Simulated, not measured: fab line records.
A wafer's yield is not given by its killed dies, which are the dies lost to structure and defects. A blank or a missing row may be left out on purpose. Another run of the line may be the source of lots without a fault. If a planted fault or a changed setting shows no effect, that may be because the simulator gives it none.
fab line records    flow sky130    part 2 of 2: steps 30 to 38 of 38
record: lots: 5  wafers: 15  lastDay: 49
route steps=708 shown CAP2M@605 METAL4@621 VIA4@639
lots untouched by any fault: they come from a run of this same line in which no faults occurred
startH: start of the lot's first displayed wafer, in hours after the record's first day    waitH: hours from the lot's prior step to this one    " repeats the value in the row above    L1.1+2: a row that stands for several wafers    - either no value or no given start    * or withheld: withheld    < > ~ a bound
route shown NAME@n: names a module that has steps shown in the file, with the first one's number in the route    usual: mean/standard deviation of fault-free wafers    same: alike in all rows    chamber/n: place in a boat    sites: the reading at each site    _std_site: standard deviation of those values    _edge_site: the outer-site mean with the inner-site mean subtracted    radiusMm: how far each site lies from the wafer's centre    mask NAME#n: copy n    behind: the last tool/chamber to shape the wafer    hold: the reason the lot was held/the length of the hold in hours/how it ended    device: transistor that didn't switch, given as n, p or np    end of line: the route-end tests of the same wafers    step lacking rows: just its recipe    killed: dies lost to structure and defects at the first sort, not the wafer's yield    map: per-die view of a wafer (x killed, . not killed, _ where there is no die)
set.NAME: the setting the step ran with; set.NAME@STEP: the setting that earlier step ran with    model.NAME: the simulator's own value behind a step, which no gauge read
a table for each step, a row for each wafer; lots at some steps of the route
services: from which hour (startH, from the record's first day; less than 0 if before it) a tool's chamber was out of use, for how many hours, and why
== steps ==
step: SKY_METAL4_METAL_ETCH_18
recipe: targetDepthA: 8450  stopOn: SiO2  overEtchFrac: 0.3  timeS: 183.1  chemistry: Cl2/BCl3  resistSidewallDeg: 88  pressureMtorr: 10  icpW: 900  biasW: 48.5  Cl2_flow_sccm: 60  bcl3FlowSccm: 30
usual: biasW: 48.50/0.15  chamberPressureMTorr: 10.000/0.0099  drypumpMotorCurrentA: 5.98/0.3  heBacksideLeakSccm: 3.4/0.4  oesProductAu: 0.865/0.0063  throttleValvePct: 22.264/0.0093
lot.wafer  tool         chamber  startH   waitH  biasW  chamberPressureMTorr  drypumpMotorCurrentA  heBacksideLeakSccm  oesProductAu  rfHoursCounterH  throttleValvePct
L078.1     rieMetal-04  0        1028.68  0.0    48.60  10.001                5.42                  3.2                 0.851         10               22.281
L078.2     "            1        "        "      48.61  10.012                6.33                  3.2                 0.859         12               22.255
L078.5     "            0        "        "      48.48  10.000                5.38                  3.4                 0.854         -                22.273
L082.3     rieMetal-04  0        1034.74  0.1    48.46  9.997                 5.39                  3.4                 0.856         -                22.274
L082.5     "            1        "        "      48.79  10.019                6.34                  3.4                 0.863         -                22.268
L082.6     "            0        "        "      48.45  9.990                 5.40                  3.3                 0.872         -                22.255
L084.3     rieMetal-02  1        1055.96  0.1    48.51  9.988                 5.94                  3.0                 0.872         -                22.267
L084.4     "            0        "        "      48.40  10.003                5.91                  3.5                 0.865         -                22.260
L084.6     "            0        "        "      48.47  10.027                5.88                  3.6                 0.855         -                22.241
L087.2     rieMetal-01  1        1063.28  0.0    48.49  10.006                5.98                  3.4                 0.863         20               22.272
L087.4     "            1        "        "      48.76  9.985                 6.06                  3.3                 0.871         -                22.272
L087.5     "            1        "        "      48.74  9.998                 6.02                  3.5                 0.876         -                22.271
L095.2     rieMetal-02  1        1103.65  0.0    48.41  10.004                5.94                  3.1                 0.862         21               22.257
L095.3     "            1        "        "      48.50  10.006                5.94                  3.1                 0.864         -                22.273
L095.4     "            0        "        "      48.62  9.998                 5.88                  3.4                 0.861         -                22.265
step: SKY_METAL4_STRIP_19
recipe: chemistry: O2/N2  powerW: 1400  pressureMtorr: 1500  platenTempC: withheld  o2FlowSccm: 3000  n2FlowSccm: 300  overashFraction: 0.5
usual: chamberPressureMTorr: 1499/7.4  drypumpMotorCurrentA: 5.4/0.38  n2FlowSccm: 300.1/0.95  oesProductAu: 0.501/0.0049  stripTimeToEndpointS: 6.51/0.067
lot.wafer  tool            chamber  startH   waitH  chamberPressureMTorr  drypumpMotorCurrentA  n2FlowSccm  oesProductAu  rfHoursCounterH  stripTimeToEndpointS
L078.1     plasmaAsher-01  0        1028.86  0.1    1500                  5.1                   299.3       0.503         62               6.61
L078.2     "               1        "        "      1499                  5.6                   299.7       0.500         62               6.49
L078.5     "               0        "        "      1500                  5.2                   299.5       0.504         -                6.52
L082.3     plasmaAsher-04  0        1034.89  0.1    1499                  6.1                   299.5       0.506         -                6.54
L082.5     "               1        "        "      1501                  5.6                   298.9       0.500         -                6.46
L082.6     "               0        "        "      1501                  6.1                   299.2       0.505         -                6.50
L084.3     plasmaAsher-01  1        1056.11  0.1    1504                  5.5                   302.3       0.500         -                6.43
L084.4     "               0        "        "      1501                  5.2                   300.0       0.499         -                6.46
L084.6     "               0        "        "      1501                  5.1                   300.4       0.498         -                6.46
L087.2     plasmaAsher-03  1        1063.46  0.1    1501                  5.0                   300.9       0.500         97               6.52
L087.4     "               0        "        "      1500                  5.4                   301.3       0.495         -                6.45
L087.5     "               1        "        "      1500                  4.9                   301.0       0.503         -                6.48
L095.2     plasmaAsher-03  1        1103.82  0.1    1501                  5.0                   299.7       0.497         102              6.45
L095.3     "               0        "        "      1501                  5.5                   299.6       0.504         -                6.46
L095.4     "               1        "        "      1499                  5.0                   300.1       0.501         -                6.38
step: SKY_METAL4_STRIP_20
recipe: chemistry: postEtchResidueRemover  timeS: 1200  tempC: 72.5
lot.wafer   tool         chamber  startH   waitH
L078.1+2+5  wetBench-01  0        1028.96  0.1
L082.3+5+6  wetBench-04  3        1034.96  0.0
L084.3+4+6  wetBench-03  0        1056.17  0.0
L087.2+4+5  wetBench-04  0        1063.56  0.1
L095.2+3+4  wetBench-01  1        1103.96  0.1
step: SKY_METAL4_CLEAN_21
recipe: chemistry: IPA  timeS: 180  tempC: 25
lot.wafer   tool         chamber  startH   waitH
L078.1+2+5  wetBench-03  0        1029.36  0.0
L082.3+5+6  wetBench-01  0        1035.33  0.0
L084.3+4+6  wetBench-01  3        1056.52  0.0
L087.2+4+5  wetBench-01  0        1063.90  0.0
L095.2+3+4  wetBench-01  3        1104.33  0.0
step: SKY_METAL4_CLEAN_22
recipe: chemistry: O3/DIW  dry: n2Spin
lot.wafer   tool         chamber  startH   waitH
L078.1+2+5  wetBench-01  1        1029.42  0.0
L082.3+5+6  wetBench-01  1        1035.39  0.0
L084.3+4+6  wetBench-03  3        1056.58  0.0
L087.2+4+5  wetBench-04  1        1063.96  0.0
L095.2+3+4  wetBench-03  0        1104.40  0.0
step: SKY_VIA4_HDPCVD_00
recipe: material: SiO2  targetThkNm: 1750  sigmaOpenFrac: 0.3  timeS: 291.7  tempC: 400  sih4FlowSccm: 60  pressureMtorr: 6
lot.wafer   tool       chamber  startH   waitH
L078.1+2+5  hdpcvd-01  0,1,0    1029.53  0.0
L082.3+5+6  hdpcvd-02  2,0,1    1035.49  0.0
L084.3+4+6  hdpcvd-01  1,1,2    1056.67  0.0
L087.2+4+5  hdpcvd-02  1,2,1    1064.05  0.0
L095.2+3+4  hdpcvd-02  0,1,0    1104.49  0.0
step: SKY_VIA4_THK_MEAS_01
recipe: reads: SiO2_of_VIA4_HDPCVD_00
usual: VIA4_HDPCVD_THK: 1751/14
lot.wafer  tool          chamber  startH   waitH  VIA4_HDPCVD_THK[nm]
L078.1     filmMetro-01  -        1029.71  0.1    1776
L078.2     "             -        "        "      1757
L078.5     "             -        "        "      1770
L082.3     filmMetro-04  -        1035.69  0.1    1735
L082.5     "             -        "        "      1756
L082.6     "             -        "        "      1742
L084.3     filmMetro-01  -        1056.87  0.1    1766
L084.4     "             -        "        "      1757
L084.6     "             -        "        "      1748
L087.2     filmMetro-02  -        1064.24  0.1    1749
L087.4     "             -        "        "      1751
L087.5     "             -        "        "      1771
L095.2     filmMetro-04  -        1104.68  0.1    1764
L095.3     "             -        "        "      1754
L095.4     "             -        "        "      1770
step: SKY_VIA4_CMP_02
recipe: material: SiO2  downForcePsi: 4  platenRpm: 60  padVelocityMS: 0.94248
usual: headPressurePsi: 4.000/0.0087  motorCurrentA: 12.1/1  retainingRingPressureFrac: 1.000/0.0048
lot.wafer  tool    chamber  startH   waitH  headPressurePsi  motorCurrentA  retainingRingPressureFrac
L078.1     cmp-01  3        1029.87  0.1    3.991            10.3           1.011
L078.2     "       0        "        "      3.992            13.3           0.992
L078.5     "       1        "        "      4.014            10.9           0.997
L082.3     cmp-02  3        1035.83  0.1    4.016            12.1           0.997
L082.6     "       1        "        "      3.995            12.6           1.004
L082.5     "       2        "        "      4.004            12.5           0.999
L084.3     cmp-01  0        1056.96  0.1    4.002            12.9           1.002
L084.4     "       2        "        "      3.987            12.4           1.002
L084.6     "       3        "        "      4.005            10.2           0.991
L087.4     cmp-02  0        1064.29  0.0    4.011            13.0           0.999
L087.2     "       2        "        "      4.004            12.5           1.004
L087.5     "       0        "        "      3.990            12.6           0.995
L095.2     cmp-01  2        1104.73  0.0    4.017            12.9           1.006
L095.4     "       0        "        "      3.988            12.3           0.996
L095.3     "       1        "        "      4.006            11.1           1.010
step: SKY_VIA4_BOW_MEAS_03
recipe: mode: bow
usual: VIA4_BOW: 81/8.3
lot.wafer  tool          chamber  startH   waitH  VIA4_BOW[um]
L078.1     filmMetro-04  -        1030.07  0.1    78
L078.2     "             -        "        "      68
L078.5     "             -        "        "      77
L082.3     filmMetro-02  -        1036.07  0.2    76
L082.5     "             -        "        "      87
L082.6     "             -        "        "      80
L084.3     filmMetro-02  -        1057.25  0.2    78
L084.4     "             -        "        "      76
L084.6     "             -        "        "      80
L087.2     filmMetro-01  -        1064.61  0.2    83
L087.4     "             -        "        "      82
L087.5     "             -        "        "      71
L095.2     filmMetro-04  -        1105.05  0.3    77
L095.3     "             -        "        "      88
L095.4     "             -        "        "      96
== services ==
tool             chamber  startH   hours  kind
krfScanner-01    -        965.12   1.3    pm
rieMetal-02      1        969.27   1.8    repair
rieMetal-01      0        975.50   15.0   repair
rieMetal-01      -        981.97   2.8    pm
krfScanner-02    -        987.38   0.8    pm
pvdSputter-03    -        994.44   5.8    repair
rieDiel-03       -        995.79   3.9    repair
rieMetal-04      -        1003.65  1.4    pm
krfScanner-01    -        1008.29  0.8    pm
krfScanner-01    -        1014.35  4.0    pm
krfScanner-01    -        1022.97  0.4    repair
wetBench-04      -        1024.52  2.0    repair
rieDiel-03       2        1039.05  7.4    repair
plasmaAsher-04   -        1039.34  0.6    repair
plasmaAsher-04   -        1045.70  1.9    repair
plasmaAsher-03   -        1049.81  0.6    repair
plasmaAsher-04   -        1055.25  9.0    pm
wetBench-02      -        1058.61  1.9    pm
ilineStepper-01  -        1067.44  9.8    repair
cmp-01           -        1076.72  0.4    repair
cmp-01           -        1081.59  4.0    pm
hdpcvd-02        1        1084.60  4.4    repair
wetBench-03      -        1098.20  0.6    repair
krfScanner-01    -        1101.37  1.0    pm
